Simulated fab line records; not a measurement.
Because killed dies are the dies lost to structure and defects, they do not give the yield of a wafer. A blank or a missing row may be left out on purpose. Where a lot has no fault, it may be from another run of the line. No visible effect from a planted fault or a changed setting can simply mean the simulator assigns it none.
Chamber matching ; flow gf180mcu ; 4 sister chambers for GF_V3_CMP_26 on cmp-01
The step polishes, stops on SiO2, t overpolish 15 s, target thk 0 nm. 14 wafers are shown with their chamber, then 7 later ones without.

WAFERS WITH THEIR CHAMBER
wafer;chamber;motor_current_A (A);time_to_endpoint_s (s);overpolish_run_s (s)
L440.4;0;11.3;86.3;14.996
L440.5;3;13.3;85.8;15.007
L440.6;2;10.4;85.6;14.998
L442.1;2;11.0;86.9;14.998
L442.3;0;10.7;88.2;15.006
L442.5;1;11.7;84.2;14.999
L443.1;3;12.8;86.6;15.004
L443.2;1;11.8;82.8;14.990
L443.5;0;10.3;82.2;14.997
L444.1;2;10.5;84.5;15.009
L444.2;0;10.4;86.2;14.989
L444.5;2;10.8;83.9;14.999
L456.3;3;12.4;89.4;15.004
L456.4;0;9.8;85.8;14.996

SIGNATURES (means of the wafers above)
reading;chamber 0;chamber 1;chamber 2;chamber 3;scatter within a chamber
motor_current_A;10.500;11.750;10.675;12.833;0.431
time_to_endpoint_s;85.740;83.500;85.225;87.267;1.8
overpolish_run_s;14.99680;14.99450;15.00100;15.00500;0.00528
Rule: a wafer's distance from a chamber is the root of the sum, over the readings, of the square of ((its reading less the chamber's mean) divided by the reading's scatter). The wafer belongs to the nearest chamber; if the next one is less than 2 further off, it can't be placed. The scatter: the root of (the sum of the squares of (reading less its chamber's mean) over the shown wafers, divided by (wafers less chambers)).

WAFERS MISSING THEIR CHAMBER
wafer;motor_current_A (A);time_to_endpoint_s (s);overpolish_run_s (s)
L456.6;10.2;85.2;14.988
L457.1;11.8;83.8;15.011
L457.3;10.4;86.4;14.997
L457.4;10.9;87.8;14.998
L460.2;12.1;80.0;15.005
L460.3;10.4;85.1;15.003
L460.6;12.6;85.6;15.002

THE CHAMBER EACH PASSED THROUGH
wafer;from the rows above;in truth
L456.6;can't be placed: 0 or 2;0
L457.1;can't be placed: 1 or 3 or 2 or 0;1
L457.3;can't be placed: 0 or 2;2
L457.4;can't be placed: 0 or 2 or 1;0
L460.2;can't be placed: 1 or 3 or 2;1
L460.3;can't be placed: 2 or 0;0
L460.6;can't be placed: 3 or 1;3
Correctly placed: 0 of 7. These rows do not allow placing 7 (true chamber among the candidates in 7). Number placed wrongly: 0.
